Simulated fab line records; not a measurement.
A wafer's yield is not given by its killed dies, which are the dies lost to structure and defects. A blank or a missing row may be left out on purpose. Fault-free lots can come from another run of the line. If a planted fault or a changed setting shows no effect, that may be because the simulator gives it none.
Check for tools in common	flow gf180mcu	42 wafers sampled across 14 lots

## REASON FOR OPENING
Of 14 lots, 2 have the reading LVPWELL_RS flagged at GF_VT_IMPLANT_RS_MEAS_48. Fault-free wafers read 1197 ohm/sq, with a standard deviation of 3.2.
Rule: a lot is flagged in two cases, either no wafer of it has a number, or all its wafers with numbers fall more than 4 standard deviations from that mean. As for the other lots, they are considered sound.

lot	measured	on	LVPWELL_RS (ohm/sq), wafer by wafer	flag
L694	day 7 14:26	film-metro-03	1198 1194 1195	
L695	day 7 19:01	film-metro-03	1196 1195 1197	
L696	day 8 04:11	film-metro-03	1198 1199 1196	
L697	day 8 11:13	film-metro-03	1191 1193 1189	
L700	day 9 10:19	film-metro-03	1193 1198 1198	
L701	day 9 22:41	film-metro-03	1194 1195 1194	
L703	day 10 04:44	film-metro-03	1192 1198 1200	
L704	day 10 11:53	film-metro-03	1199 1196 1194	
L707	day 11 07:41	film-metro-03	1158 1162 1161	FLAGGED
L711	day 12 11:20	film-metro-01	1168 1162 1156	FLAGGED
L713	day 13 01:04	film-metro-01	1194 1195 1192	
L714	day 13 10:20	film-metro-03	1199 1198 1203	
L715	day 13 11:52	film-metro-01	1197 1197 1199	
L716	day 13 18:22	film-metro-01	1197 1194 1197	
Average over the flagged lots: 1161 ohm/sq; offset from the usual -36 ohm/sq, equal to -11 standard deviations.

## TOOL THAT RAN EACH LOT
The record holds 1 process step before the reading, out of a route of 602 steps. Every cell lists first the tool, next ch and the chambers used by the sampled wafers, and last the start.
lot	flag	GF_LVPWELL_IMPLANT_08
L694		implanter-04 ch 0, day 3 22:17
L695		implanter-04 ch 0, day 4 00:28
L696		implanter-01 ch 0, day 4 07:58
L697		implanter-04 ch 0, day 4 13:34
L700		implanter-04 ch 0, day 5 09:34
L701		implanter-03 ch 0, day 5 19:50
L703		implanter-01 ch 0, day 6 00:15
L704		implanter-04 ch 0, day 6 05:40
L707	FLAGGED	implanter-03 ch 0, day 6 23:09
L711	FLAGGED	implanter-03 ch 0, day 7 21:32
L713		implanter-01 ch 0, day 8 09:12
L714		implanter-04 ch 0, day 8 18:35
L715		implanter-01 ch 0, day 8 19:31
L716		implanter-04 ch 0, day 9 00:27
These steps, and what they do:
- GF_LVPWELL_IMPLANT_08
- GF_VT_IMPLANT_RS_MEAS_48: measures by four-point-probe.

## FLAGGED AGAINST TOTAL, ONE TOOL AT A TIME (gauges that did the reading follow at the end)
step	tool	lots run	flagged	share of the flagged lots	sound lots run after its first flagged lot
GF_LVPWELL_IMPLANT_08	implanter-01	4	0	none	-
GF_LVPWELL_IMPLANT_08	implanter-03	3	2	all	0
GF_LVPWELL_IMPLANT_08	implanter-04	7	0	none	-
GF_VT_IMPLANT_RS_MEAS_48	film-metro-01	4	1	some	3 (L713,L715,L716)
GF_VT_IMPLANT_RS_MEAS_48	film-metro-03	10	1	some	1 (L714)

## THE TABLE: WHAT IT ALLOWS
In the table, 1 row covers all flagged lots: implanter-03 at GF_LVPWELL_IMPLANT_08.
- implanter-03 at GF_LVPWELL_IMPLANT_08: 2 of its 3 lots flagged. A fault beginning between L701 (day 5 19:50), its last sound lot, and L707 (day 6 23:09), its first flagged one, fits the data. Its own readings (beam-energy-keV) fall more than 4 standard deviations out on all wafers of the flagged lots.
One tool is left: implanter-03 at GF_LVPWELL_IMPLANT_08.

## WHAT THE SIMULATOR HAD PUT IN
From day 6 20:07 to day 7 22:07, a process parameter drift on implanter-03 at GF_LVPWELL_IMPLANT_08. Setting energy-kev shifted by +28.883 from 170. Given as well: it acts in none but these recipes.
Shown lots that were struck: L707, L711. The rule above found the same.
